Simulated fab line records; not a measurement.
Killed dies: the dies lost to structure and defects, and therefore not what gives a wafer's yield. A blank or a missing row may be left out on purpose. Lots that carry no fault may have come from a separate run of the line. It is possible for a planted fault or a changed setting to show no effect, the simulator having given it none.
Which tool is to blame? :: flow sky130 :: Sampling: 7 lots, 21 wafers, 2 of 708 route steps

## WHAT EACH GAUGE READ, for each wafer
SKY_SD_N_RS_MEAS_18: a four-point-probe measurement.
lot: L181
measured: day 29 01:31
on: film_metro-03
RES_XHIGH_RS (ohm/sq): 333.6 333.3 333.1

lot: L183
measured: day 29 20:04
on: film_metro-02
RES_XHIGH_RS (ohm/sq): 335.4 334.1 334.6

lot: L185
measured: day 30 12:48
on: film_metro-02
RES_XHIGH_RS (ohm/sq): 331.1 330.3 332.3

lot: L189
measured: day 31 16:29
on: film_metro-02
RES_XHIGH_RS (ohm/sq): 334.2 334.3 333.9

lot: L193
measured: day 33 03:00
on: film_metro-03
RES_XHIGH_RS (ohm/sq): 335.4 334.9 334.9

lot: L199
measured: day 35 06:12
on: film_metro-04
RES_XHIGH_RS (ohm/sq): 332.5 332.9 334.4

lot: L201
measured: day 35 14:48
on: film_metro-04
RES_XHIGH_RS (ohm/sq): 331.2 333.5 332.5

## WHAT TOOL EACH LOT RAN ON (gives the tool, then ch and the chambers of the sampled wafers, and finally the start)
lot: L181
SKY_SD_N_RTA_14: rtp_anneal-02 ch 0, day 29 01:05

lot: L183
SKY_SD_N_RTA_14: rtp_anneal-02 ch 0, day 29 19:39

lot: L185
SKY_SD_N_RTA_14: rtp_anneal-02 ch 0, day 30 12:23

lot: L189
SKY_SD_N_RTA_14: rtp_anneal-02 ch 0, day 31 16:03

lot: L193
SKY_SD_N_RTA_14: rtp_anneal-02 ch 0, day 33 02:35

lot: L199
SKY_SD_N_RTA_14: rtp_anneal-01 ch 0, day 35 05:46

lot: L201
SKY_SD_N_RTA_14: rtp_anneal-02 ch 0, day 35 14:23
- SKY_SD_N_RTA_14: time 2 s.

## THE ANSWER, worked out from the rows above alone
Rule: the usual values come from the lots themselves. The widest of any qualifying gaps counts: lots, ordered by their means at a reading, are off when they make up no more than a third of the lots, leave a main group of 4 or more, and stand apart from it by 3 or more times the standard deviation of that group's means. A main group is skipped when, at the precision printed for the reading in the tables above, its means are all equal. Also off: a lot with no number at a reading for which 4 or more lots have one. Where the step has rows for the other lots, those lots are counted as sound.
No lot is off on any of the readings shown, so nothing can be concluded from this.

## WHAT HAD BEEN PUT IN BY THE SIMULATOR
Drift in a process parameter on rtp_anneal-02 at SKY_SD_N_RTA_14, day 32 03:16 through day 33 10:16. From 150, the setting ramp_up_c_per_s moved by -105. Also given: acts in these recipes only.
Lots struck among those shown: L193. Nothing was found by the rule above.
